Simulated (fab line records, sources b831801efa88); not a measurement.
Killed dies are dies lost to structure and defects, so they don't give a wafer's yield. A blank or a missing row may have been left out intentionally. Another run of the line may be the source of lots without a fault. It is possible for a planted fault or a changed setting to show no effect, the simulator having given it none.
A single fault, viewed from 2 desks    flow sky130    each desk holds nothing but its own numbers, with what lay behind them at the end

## FROM THE METROLOGY DESK
Means of the sampled wafers that have a number, per lot and without regard to the tool the lot ran on: this is what the gauges read. If a lot's mean is further than 4 standard deviations from the usual mean, the lot is out of limits and carries the mark OUT (the distance appears in the brackets).
Columns: A = CAP2M_OVL at SKY_CAP2M_OVL_MEAS_12, usual -0.1 nm; B = PASSIVATION_CVD_00_THK at SKY_PASSIVATION_THK_MEAS_01, usual 89.9 nm
lot   first seen here  A     B
L471  day 40 16:26     -0.5  89.7
L472  day 41 05:50     -2.3  90.4
L474  day 41 12:21     -1.6  90.2
L475  day 41 22:41     1.7   89.2
L476  day 42 00:56     -0.3  89.7
L477  day 42 09:20     -0.2  89.9
L485  day 45 01:11     -1.2  89.5
L484  day 45 01:29     -0.5  90.1
L486  day 45 06:08     -0.9  90.4
L490  day 46 02:41     1.3   89.5
L489  day 46 07:09     -1.5  90.2
L491  day 46 07:47     -1.3  90.0
L493  day 46 19:05     -0.5  90.0
Result from this desk: across the 13 lots, nothing is out of limits.

## AT THE TOOL OWNER'S DESK: plasma asher-03
The tool's own readings at SKY_LOCAL_INTERCONNECT_STRIP_15 (strips in O2/N2): means of the sampled wafers that have a number, for each lot that ran on this tool. If a lot's mean is further than 4 standard deviations from the usual mean, the lot is out of limits and carries the mark OUT (the distance appears in the brackets).
Columns: A = drypump motor current A at SKY_LOCAL_INTERCONNECT_STRIP_15, usual 5.8 A; B = oes product au at SKY_LOCAL_INTERCONNECT_STRIP_15, usual 0.424 a.u.; C = strip time to endpoint s at SKY_LOCAL_INTERCONNECT_STRIP_15, usual 4.646 s
lot   first seen here  A    B      C
L476  day 31 22:06     5.8  0.423  4.651
L485  day 35 10:59     5.7  0.429  4.671
L484  day 35 11:36     5.7  0.426  4.639
L486  day 35 19:00     5.8  0.425  4.657
Result from this desk: across the 4 lots, nothing is out of limits.

## PUT TOGETHER
At the metrology desk, nothing out of limits was observed.
Nothing out of limits was seen by the tool owner's desk.

## WHAT THE SIMULATOR HAD INSERTED
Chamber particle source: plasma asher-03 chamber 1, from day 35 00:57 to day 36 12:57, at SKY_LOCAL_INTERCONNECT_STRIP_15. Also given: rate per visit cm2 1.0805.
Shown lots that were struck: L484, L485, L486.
